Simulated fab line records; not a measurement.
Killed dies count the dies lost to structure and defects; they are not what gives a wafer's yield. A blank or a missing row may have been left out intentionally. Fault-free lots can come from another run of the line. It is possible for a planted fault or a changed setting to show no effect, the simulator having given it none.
The tool behind it: which one? :: flow sky130 :: 33 wafers from 11 lots sampled at 6 of the route's 708 steps

== WHAT THE GAUGES READ, wafer by wafer ==
Not one reading of a measure or inspect step in the record can be checked against a usual standard deviation.

== WHAT TOOL EACH LOT RAN ON (gives the tool, then ch and the chambers of the sampled wafers, and finally the start) ==
lot: L952
SKY_METAL3_SPUTTER_02: pvdSputter-04, day 38 04:29
SKY_METAL3_SPUTTER_03: pvdSputter-04, day 38 04:32
SKY_METAL3_DESCUM_15: rieMetal-03 ch 0,1, day 40 06:34
SKY_METAL3_METAL_ETCH_18: rieMetal-02 ch 0,1, day 40 06:43
SKY_VIA3_ETCH_14: rieDiel-01 ch 1,3, day 41 08:52
SKY_PAD_OPEN_PROBE_99: -

lot: L950
SKY_METAL3_SPUTTER_02: pvdSputter-04, day 38 05:25
SKY_METAL3_SPUTTER_03: pvdSputter-04, day 38 05:28
SKY_METAL3_DESCUM_15: rieMetal-03 ch 0,1, day 40 08:26
SKY_METAL3_METAL_ETCH_18: rieMetal-02 ch 0,1, day 40 08:35
SKY_VIA3_ETCH_14: rieDiel-04 ch 2,3, day 41 10:59
SKY_PAD_OPEN_PROBE_99: prober-02, day 47 10:46

lot: L954
SKY_METAL3_SPUTTER_02: pvdSputter-03, day 38 05:47
SKY_METAL3_SPUTTER_03: pvdSputter-03, day 38 05:50
SKY_METAL3_DESCUM_15: rieMetal-04 ch 0,1, day 40 09:08
SKY_METAL3_METAL_ETCH_18: rieMetal-02 ch 0,1, day 40 09:17
SKY_VIA3_ETCH_14: rieDiel-02 ch 1,2,3, day 41 11:20
SKY_PAD_OPEN_PROBE_99: prober-01, day 47 12:19

lot: L953
SKY_METAL3_SPUTTER_02: pvdSputter-02, day 38 06:29
SKY_METAL3_SPUTTER_03: pvdSputter-02, day 38 06:32
SKY_METAL3_DESCUM_15: rieMetal-03 ch 1, day 40 09:29
SKY_METAL3_METAL_ETCH_18: rieMetal-02 ch 0,1, day 40 09:46
SKY_VIA3_ETCH_14: rieDiel-04 ch 2,3, day 41 11:43
SKY_PAD_OPEN_PROBE_99: prober-02, day 47 12:38

lot: L958
SKY_METAL3_SPUTTER_02: pvdSputter-02, day 39 06:01
SKY_METAL3_SPUTTER_03: pvdSputter-02, day 39 06:03
SKY_METAL3_DESCUM_15: rieMetal-04 ch 0,1, day 41 07:55
SKY_METAL3_METAL_ETCH_18: rieMetal-03 ch 0,1, day 41 08:04
SKY_VIA3_ETCH_14: rieDiel-02 ch 0,1,3, day 42 09:17
SKY_PAD_OPEN_PROBE_99: prober-01, day 48 03:56

lot: L961
SKY_METAL3_SPUTTER_02: pvdSputter-02, day 40 08:30
SKY_METAL3_SPUTTER_03: pvdSputter-02, day 40 08:32
SKY_METAL3_DESCUM_15: rieMetal-03 ch 0,1, day 42 08:50
SKY_METAL3_METAL_ETCH_18: rieMetal-04 ch 1, day 42 08:59
SKY_VIA3_ETCH_14: rieDiel-02 ch 0,1, day 43 10:17
SKY_PAD_OPEN_PROBE_99: -

lot: L962
SKY_METAL3_SPUTTER_02: pvdSputter-02, day 40 14:48
SKY_METAL3_SPUTTER_03: pvdSputter-02, day 40 14:50
SKY_METAL3_DESCUM_15: rieMetal-04 ch 0,1, day 42 14:35
SKY_METAL3_METAL_ETCH_18: rieMetal-02 ch 0, day 42 14:44
SKY_VIA3_ETCH_14: -
SKY_PAD_OPEN_PROBE_99: prober-01, day 49 04:53

lot: L965
SKY_METAL3_SPUTTER_02: pvdSputter-02, day 41 07:21
SKY_METAL3_SPUTTER_03: pvdSputter-02, day 41 07:23
SKY_METAL3_DESCUM_15: rieMetal-02 ch 0,1, day 43 07:08
SKY_METAL3_METAL_ETCH_18: rieMetal-03 ch 0,1, day 43 07:16
SKY_VIA3_ETCH_14: -
SKY_PAD_OPEN_PROBE_99: prober-02, day 49 16:05

lot: L966
SKY_METAL3_SPUTTER_02: pvdSputter-03, day 41 07:42
SKY_METAL3_SPUTTER_03: pvdSputter-03, day 41 07:44
SKY_METAL3_DESCUM_15: rieMetal-04 ch 0,1, day 43 07:29
SKY_METAL3_METAL_ETCH_18: rieMetal-02 ch 0,1, day 43 07:37
SKY_VIA3_ETCH_14: rieDiel-04 ch 2,3, day 44 07:20
SKY_PAD_OPEN_PROBE_99: prober-01, day 49 16:26

lot: L964
SKY_METAL3_SPUTTER_02: pvdSputter-02, day 41 09:36
SKY_METAL3_SPUTTER_03: pvdSputter-02, day 41 09:38
SKY_METAL3_DESCUM_15: rieMetal-02 ch 1, day 43 09:56
SKY_METAL3_METAL_ETCH_18: rieMetal-04 ch 0,1, day 43 10:12
SKY_VIA3_ETCH_14: -
SKY_PAD_OPEN_PROBE_99: prober-02, day 49 19:05

lot: L973
SKY_METAL3_SPUTTER_02: pvdSputter-04, day 42 18:24
SKY_METAL3_SPUTTER_03: pvdSputter-04, day 42 18:26
SKY_METAL3_DESCUM_15: rieMetal-02 ch 0,1, day 44 17:17
SKY_METAL3_METAL_ETCH_18: rieMetal-04 ch 0,1, day 44 17:26
SKY_VIA3_ETCH_14: rieDiel-04 ch 1,2, day 45 17:08
SKY_PAD_OPEN_PROBE_99: -
- SKY_METAL3_SPUTTER_02: material AlCu, target thk 735 nm, time 39.1 s.
- SKY_METAL3_SPUTTER_03: material Ti, target thk 5 nm, time 3.3 s.
- SKY_METAL3_DESCUM_15: chemistry O2, time 8 s.
- SKY_METAL3_METAL_ETCH_18: etches the open film in Cl2/BCl3, stops on SiO2, target depth 845 nm, time 183.1 s.
- SKY_VIA3_ETCH_14: etches BARC in N2/H2, stops on SiO2, time 45.9 s, target depth 60 nm.
- SKY_PAD_OPEN_PROBE_99

== WHAT THE TOOLS THEMSELVES READ (means of the sampled wafers that have a number; where no wafer has one, the mark that the record gives instead) ==
SKY_METAL3_SPUTTER_02. Usual: chamberPressurePa 0.4000 Pa, standard deviation 0.00077; throttleValvePct 30.2 %, standard deviation 1.1.
lot: L952
tool: pvdSputter-04
chamberPressurePa (Pa): 0.3994
throttleValvePct (%): 29.8
flag: 

lot: L950
tool: pvdSputter-04
chamberPressurePa (Pa): 0.3996
throttleValvePct (%): 30.4
flag: 

lot: L954
tool: pvdSputter-03
chamberPressurePa (Pa): 0.3996
throttleValvePct (%): 29.0
flag: 

lot: L953
tool: pvdSputter-02
chamberPressurePa (Pa): 0.4004
throttleValvePct (%): 30.2
flag: 

lot: L958
tool: pvdSputter-02
chamberPressurePa (Pa): 0.4000
throttleValvePct (%): 30.7
flag: 

lot: L961
tool: pvdSputter-02
chamberPressurePa (Pa): 0.3991
throttleValvePct (%): 30.2
flag: 

lot: L962
tool: pvdSputter-02
chamberPressurePa (Pa): 0.4006
throttleValvePct (%): 30.4
flag: 

lot: L965
tool: pvdSputter-02
chamberPressurePa (Pa): 0.3995
throttleValvePct (%): 30.8
flag: 

lot: L966
tool: pvdSputter-03
chamberPressurePa (Pa): 0.4001
throttleValvePct (%): 30.6
flag: 

lot: L964
tool: pvdSputter-02
chamberPressurePa (Pa): 0.3992
throttleValvePct (%): 29.3
flag: 

lot: L973
tool: pvdSputter-04
chamberPressurePa (Pa): 0.4004
throttleValvePct (%): 29.9
flag: 

SKY_METAL3_SPUTTER_03. Usual: chamberPressurePa 0.4002 Pa, standard deviation 0.00084; throttleValvePct 30.2 %, standard deviation 1.1.
lot: L952
tool: pvdSputter-04
chamberPressurePa (Pa): 0.4005
throttleValvePct (%): 29.9
flag: 

lot: L950
tool: pvdSputter-04
chamberPressurePa (Pa): 0.3998
throttleValvePct (%): 30.3
flag: 

lot: L954
tool: pvdSputter-03
chamberPressurePa (Pa): 0.4012
throttleValvePct (%): 29.0
flag: 

lot: L953
tool: pvdSputter-02
chamberPressurePa (Pa): 0.3988
throttleValvePct (%): 30.3
flag: 

lot: L958
tool: pvdSputter-02
chamberPressurePa (Pa): 0.3991
throttleValvePct (%): 30.6
flag: 

lot: L961
tool: pvdSputter-02
chamberPressurePa (Pa): 0.4001
throttleValvePct (%): 30.2
flag: 

lot: L962
tool: pvdSputter-02
chamberPressurePa (Pa): 0.4011
throttleValvePct (%): 30.4
flag: 

lot: L965
tool: pvdSputter-02
chamberPressurePa (Pa): 0.4002
throttleValvePct (%): 30.8
flag: 

lot: L966
tool: pvdSputter-03
chamberPressurePa (Pa): 0.4002
throttleValvePct (%): 30.4
flag: 

lot: L964
tool: pvdSputter-02
chamberPressurePa (Pa): 0.3994
throttleValvePct (%): 29.3
flag: 

lot: L973
tool: pvdSputter-04
chamberPressurePa (Pa): 0.4008
throttleValvePct (%): 29.8
flag: 

SKY_METAL3_DESCUM_15. Usual: drypumpMotorCurrentA 5.9 A, standard deviation 0.32; oesProductAu 0.999 a.u., standard deviation 0.015.
lot: L952
tool: rieMetal-03
drypumpMotorCurrentA (A): 5.7
oesProductAu (a.u.): 1.010
flag: 

lot: L950
tool: rieMetal-03
drypumpMotorCurrentA (A): 5.8
oesProductAu (a.u.): 1.001
flag: 

lot: L954
tool: rieMetal-04
drypumpMotorCurrentA (A): 6.1
oesProductAu (a.u.): 1.012
flag: 

lot: L953
tool: rieMetal-03
drypumpMotorCurrentA (A): 6.0
oesProductAu (a.u.): 0.999
flag: 

lot: L958
tool: rieMetal-04
drypumpMotorCurrentA (A): 6.0
oesProductAu (a.u.): 1.013
flag: 

lot: L961
tool: rieMetal-03
drypumpMotorCurrentA (A): 5.8
oesProductAu (a.u.): 1.011
flag: 

lot: L962
tool: rieMetal-04
drypumpMotorCurrentA (A): 6.0
oesProductAu (a.u.): 1.001
flag: 

lot: L965
tool: rieMetal-02
drypumpMotorCurrentA (A): 6.0
oesProductAu (a.u.): 0.989
flag: 

lot: L966
tool: rieMetal-04
drypumpMotorCurrentA (A): 6.0
oesProductAu (a.u.): 1.011
flag: 

lot: L964
tool: rieMetal-02
drypumpMotorCurrentA (A): 6.1
oesProductAu (a.u.): 0.979
flag: 

lot: L973
tool: rieMetal-02
drypumpMotorCurrentA (A): 6.0
oesProductAu (a.u.): 0.990
flag: 

SKY_METAL3_METAL_ETCH_18. Usual: drypumpMotorCurrentA 5.9 A, standard deviation 0.35; oesProductAu 0.866 a.u., standard deviation 0.0064; throttleValvePct 22.264 %, standard deviation 0.0089.
lot: L952
tool: rieMetal-02
drypumpMotorCurrentA (A): 6.0
oesProductAu (a.u.): 0.861
throttleValvePct (%): 22.268
flag: 

lot: L950
tool: rieMetal-02
drypumpMotorCurrentA (A): 5.9
oesProductAu (a.u.): 0.862
throttleValvePct (%): 22.257
flag: 

lot: L954
tool: rieMetal-02
drypumpMotorCurrentA (A): 6.0
oesProductAu (a.u.): 0.869
throttleValvePct (%): 22.273
flag: 

lot: L953
tool: rieMetal-02
drypumpMotorCurrentA (A): 6.0
oesProductAu (a.u.): 0.862
throttleValvePct (%): 22.272
flag: 

lot: L958
tool: rieMetal-03
drypumpMotorCurrentA (A): 5.8
oesProductAu (a.u.): 0.867
throttleValvePct (%): 22.258
flag: 

lot: L961
tool: rieMetal-04
drypumpMotorCurrentA (A): 6.4
oesProductAu (a.u.): 0.860
throttleValvePct (%): 22.270
flag: 

lot: L962
tool: rieMetal-02
drypumpMotorCurrentA (A): 5.9
oesProductAu (a.u.): 0.995
throttleValvePct (%): 22.263
flag: OFF

lot: L965
tool: rieMetal-03
drypumpMotorCurrentA (A): 5.7
oesProductAu (a.u.): 1.017
throttleValvePct (%): 22.256
flag: OFF

lot: L966
tool: rieMetal-02
drypumpMotorCurrentA (A): 6.0
oesProductAu (a.u.): 0.869
throttleValvePct (%): 22.269
flag: 

lot: L964
tool: rieMetal-04
drypumpMotorCurrentA (A): 5.7
oesProductAu (a.u.): 1.002
throttleValvePct (%): 22.267
flag: OFF

lot: L973
tool: rieMetal-04
drypumpMotorCurrentA (A): 5.7
oesProductAu (a.u.): 0.863
throttleValvePct (%): 22.267
flag: 

SKY_VIA3_ETCH_14. Usual: drypumpMotorCurrentA 5.9 A, standard deviation 0.46; oesProductAu 0.855 a.u., standard deviation 0.005; throttleValvePct 13.224 %, standard deviation 0.0088.
lot: L952
tool: rieDiel-01
drypumpMotorCurrentA (A): 5.8
oesProductAu (a.u.): 0.853
throttleValvePct (%): 13.216
flag: 

lot: L950
tool: rieDiel-04
drypumpMotorCurrentA (A): 6.2
oesProductAu (a.u.): 0.857
throttleValvePct (%): 13.222
flag: 

lot: L954
tool: rieDiel-02
drypumpMotorCurrentA (A): 6.0
oesProductAu (a.u.): 0.853
throttleValvePct (%): 13.229
flag: 

lot: L953
tool: rieDiel-04
drypumpMotorCurrentA (A): 6.1
oesProductAu (a.u.): 0.856
throttleValvePct (%): 13.229
flag: 

lot: L958
tool: rieDiel-02
drypumpMotorCurrentA (A): 6.4
oesProductAu (a.u.): 0.851
throttleValvePct (%): 13.231
flag: 

lot: L961
tool: rieDiel-02
drypumpMotorCurrentA (A): 6.5
oesProductAu (a.u.): 0.857
throttleValvePct (%): 13.224
flag: 

lot: L966
tool: rieDiel-04
drypumpMotorCurrentA (A): 5.9
oesProductAu (a.u.): 0.860
throttleValvePct (%): 13.224
flag: 

lot: L973
tool: rieDiel-04
drypumpMotorCurrentA (A): 5.8
oesProductAu (a.u.): 0.857
throttleValvePct (%): 13.232
flag: 

SKY_PAD_OPEN_PROBE_99. Usual: defectLimitedYield 83.0 %, standard deviation 1.8; killed_at_M0_to_M3 42, standard deviation 6.6; killed_at_M4_up 3.0, standard deviation 1.7; killedAtContacts 24, standard deviation 5.3; killedAtFrontEnd 15, standard deviation 4.5; killedAtOther 0.2, standard deviation 0.49; killedDies 83, standard deviation 9; killedOnRim 16, standard deviation 4; killedOpen 45, standard deviation 6.9; killedShort 38, standard deviation 5.8; sort_bin_3_pad_short 0.8 %, standard deviation 0.4; sort_bin_5_function 10.0 %, standard deviation 1.5; sort_bin_6_memory 6.1 %, standard deviation 1.1; sortNPass 409, standard deviation 9; sortYieldPct 83.0 %, standard deviation 1.8.
lot: L950
tool: prober-02
defectLimitedYield (%): 84.7
killed_at_M0_to_M3: 36
killed_at_M4_up: 2.7
killedAtContacts: 21
killedAtFrontEnd: 16
killedAtOther: 0.0
killedDies: 75
killedOnRim: 17
killedOpen: 39
killedShort: 37
sort_bin_3_pad_short (%): 0.8
sort_bin_5_function (%): 8.7
sort_bin_6_memory (%): 5.8
sortNPass: 417
sortYieldPct (%): 84.7
flag: 

lot: L954
tool: prober-01
defectLimitedYield (%): 83.0
killed_at_M0_to_M3: 39
killed_at_M4_up: 4.3
killedAtContacts: 29
killedAtFrontEnd: 11
killedAtOther: 0.0
killedDies: 84
killedOnRim: 19
killedOpen: 46
killedShort: 37
sort_bin_3_pad_short (%): 0.9
sort_bin_5_function (%): 10.1
sort_bin_6_memory (%): 6.0
sortNPass: 408
sortYieldPct (%): 83.0
flag: 

lot: L953
tool: prober-02
defectLimitedYield (%): 84.4
killed_at_M0_to_M3: 44
killed_at_M4_up: 3.7
killedAtContacts: 19
killedAtFrontEnd: 10
killedAtOther: 0.0
killedDies: 77
killedOnRim: 12
killedOpen: 40
killedShort: 37
sort_bin_3_pad_short (%): 0.9
sort_bin_5_function (%): 9.5
sort_bin_6_memory (%): 5.2
sortNPass: 415
sortYieldPct (%): 84.4
flag: 

lot: L958
tool: prober-01
defectLimitedYield (%): 84.0
killed_at_M0_to_M3: 33
killed_at_M4_up: 0.7
killedAtContacts: 27
killedAtFrontEnd: 17
killedAtOther: 0.7
killedDies: 78
killedOnRim: 15
killedOpen: 47
killedShort: 31
sort_bin_3_pad_short (%): 0.5
sort_bin_5_function (%): 9.3
sort_bin_6_memory (%): 6.0
sortNPass: 414
sortYieldPct (%): 84.0
flag: 

lot: L962
tool: prober-01
defectLimitedYield (%): 0.0
killed_at_M0_to_M3: 443
killed_at_M4_up: 4.7
killedAtContacts: 27
killedAtFrontEnd: 17
killedAtOther: 0.0
killedDies: 492
killedOnRim: 96
killedOpen: 48
killedShort: 42
sort_bin_3_pad_short (%): 0.5
sort_bin_5_function (%): 93.1
sort_bin_6_memory (%): 6.4
sortNPass: 0
sortYieldPct (%): 0.0
flag: OFF

lot: L965
tool: prober-02
defectLimitedYield (%): 0.0
killed_at_M0_to_M3: 452
killed_at_M4_up: 4.7
killedAtContacts: 21
killedAtFrontEnd: 13
killedAtOther: 0.3
killedDies: 492
killedOnRim: 96
killedOpen: 47
killedShort: 43
sort_bin_3_pad_short (%): 0.9
sort_bin_5_function (%): 91.9
sort_bin_6_memory (%): 7.2
sortNPass: 0
sortYieldPct (%): 0.0
flag: OFF

lot: L966
tool: prober-01
defectLimitedYield (%): 80.8
killed_at_M0_to_M3: 46
killed_at_M4_up: 2.3
killedAtContacts: 34
killedAtFrontEnd: 12
killedAtOther: 0.7
killedDies: 94
killedOnRim: 16
killedOpen: 47
killedShort: 47
sort_bin_3_pad_short (%): 0.8
sort_bin_5_function (%): 11.1
sort_bin_6_memory (%): 7.2
sortNPass: 398
sortYieldPct (%): 80.8
flag: 

lot: L964
tool: prober-02
defectLimitedYield (%): 0.0
killed_at_M0_to_M3: 451
killed_at_M4_up: 3.7
killedAtContacts: 24
killedAtFrontEnd: 13
killedAtOther: 0.0
killedDies: 492
killedOnRim: 96
killedOpen: 40
killedShort: 41
sort_bin_3_pad_short (%): 0.7
sort_bin_5_function (%): 93.1
sort_bin_6_memory (%): 6.2
sortNPass: 0
sortYieldPct (%): 0.0
flag: OFF

== THE ANSWER, worked out from the rows above alone ==
Rule: a lot counts as off when the mean over its wafers that have a number is more than 3 standard deviations away from the usual mean. Also off: a lot with no number at a reading for which 4 or more lots have one. Any other lot the step has rows for is counted as sound. Order of review: gauges by route order, followed by the tools' own readings, for which a lot's mean as printed above is used. The first step at which some lot is off is used, and at that step the reading that is off furthest; a lot without a number counts as furthest.
Off: L962, L965, L964, at SKY_METAL3_METAL_ETCH_18 (oesProductAu).
If a tool, at that step or one of the process steps before it, ran each lot that is off and ran no sound lot following the first of them, it fits. One candidate fits, namely pvdSputter-02 at SKY_METAL3_SPUTTER_02 and SKY_METAL3_SPUTTER_03. At SKY_METAL3_SPUTTER_02 its last sound lot is L961 (day 40 08:30), its first lot that is off L962 (day 40 14:48): a fault that began between those two fits.

== WHAT THE SIMULATOR HAD INSERTED ==
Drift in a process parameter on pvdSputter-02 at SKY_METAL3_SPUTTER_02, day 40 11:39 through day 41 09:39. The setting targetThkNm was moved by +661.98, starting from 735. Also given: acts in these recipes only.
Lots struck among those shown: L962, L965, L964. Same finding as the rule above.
